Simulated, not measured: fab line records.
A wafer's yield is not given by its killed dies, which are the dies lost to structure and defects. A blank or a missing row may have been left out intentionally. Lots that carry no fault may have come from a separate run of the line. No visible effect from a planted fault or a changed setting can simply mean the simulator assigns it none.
Struck lot and sound lot, side by side	flow sky130	15 out of 708 route steps
Sound: these wafers, L704.2, L704.4, L704.5. The struck wafers were L720.1, L720.2, L720.4. The cause is given at the end.
Each step with rows lists, per side, the tool, then ch with its chambers, then its first start. Under that, the readings that differ: sound wafers	struck wafers	difference of the means	sigmas: that difference in standard deviations of wafers without a fault.
alike: words and numbers the same on both sides, and readings whose means are apart by under 2 such deviations; not compared: readings that were withheld, readings missing a value for some wafer, numbers with overlapping values and no deviation given by the record, and bounds like >300 which may hide the same value.
Wherever a step has rows on one side only, a row that says differs or no value, or a row with sigmas, the two part there. When numbers do not overlap yet have no deviation, they are printed without sigmas and do not part them. Lack of a reading on every wafer of one side parts them only where that side has two or more wafers.

SKY_VIA1_BOW_MEAS_03:
  sound on film_metro-02, day 33 00:16; struck on film_metro-01, day 38 09:14
reading	sound	struck	difference	sigmas
VIA1_BOW (um)	73 74 77	92 104 78	+17	+2
then, 8 steps without rows for these wafers: SKY_VIA1_DEHYDRATE_04 (time 60 s); SKY_VIA1_HMDS_05 (prime time 60 s); SKY_VIA1_COAT_06 (resist thk 60 nm); SKY_VIA1_COAT_07 (resist thk 450 nm); SKY_VIA1_SOFTBAKE_08 (time 90 s); SKY_VIA1_EXPOSE_09 (exposes mask VIM, target cd 150 nm); SKY_VIA1_PEB_10; SKY_VIA1_DEVELOP_11 (develop time 60 s).
SKY_VIA1_CD_MEAS_12 targets a cd of 150 nm.
  sound on cd_sem-02, day 34 02:27; struck on cd_sem-01, day 39 10:11
  alike: cd_nm
SKY_VIA1_OVL_MEAS_13:
  sound on overlay-01, day 34 02:34; struck on overlay-02, day 39 10:18
  alike: VIA1_OVL
SKY_VIA1_ETCH_14: etches BARC in N2/H2, stops on SiO2, time 45.9 s, target depth 60 nm.
  sound on rie_diel-01 ch 1,2, day 34 02:35; struck on rie_diel-03 ch 1,2,3, day 39 10:20
  alike: bias_w, chamber_pressure_mTorr, drypump_motor_current_A, oes_product_au, throttle_valve_pct
  not compared: rf_hours_counter_h
SKY_VIA1_ETCH_15: etches SiO2 in C4F8/O2/Ar, stops on TiN, target depth 351 nm, time 54 s.
  sound on rie_diel-01 ch 1,2, day 34 02:38; struck on rie_diel-03 ch 1,2,3, day 39 10:23
  no value came back on the struck wafers for bias_w (W), chamber_pressure_mTorr (mTorr), oes_product_au (a.u.), time_s (s); on the sound wafers bias_w (W) reads 1195 1197 1199
reading	sound	struck	difference	sigmas
model.KrF-thick_of_VIA1_COAT_07.thk_nm (nm)	322.8 324.2 326.1	394.8 394.6 395	+70.4	
  not compared: rf_hours_counter_h
SKY_VIA1_STRIP_16: strips in O2/N2.
  sound on plasma_asher-04 ch 0,1, day 34 02:41; struck on plasma_asher-04 ch 0,1, day 39 10:25
reading	sound	struck	difference	sigmas
oes_product_au (a.u.)	0.417 0.412 0.420	0.443 0.442 0.443	+0.026	+6
strip_time_to_endpoint_s (s)	4.482 4.471 4.496	5.206 5.241 5.216	+0.738	+35
  alike: chamber_pressure_mTorr, drypump_motor_current_A
  not compared: rf_hours_counter_h
then, 1 step without rows for these wafers: SKY_VIA1_STRIP_17 (strips in post etch residue remover, time 1200 s).

## WHERE THEY PART
Earliest at SKY_VIA1_BOW_MEAS_03; latest, in this record, at SKY_VIA1_STRIP_16.

WHY: what the simulator had put in
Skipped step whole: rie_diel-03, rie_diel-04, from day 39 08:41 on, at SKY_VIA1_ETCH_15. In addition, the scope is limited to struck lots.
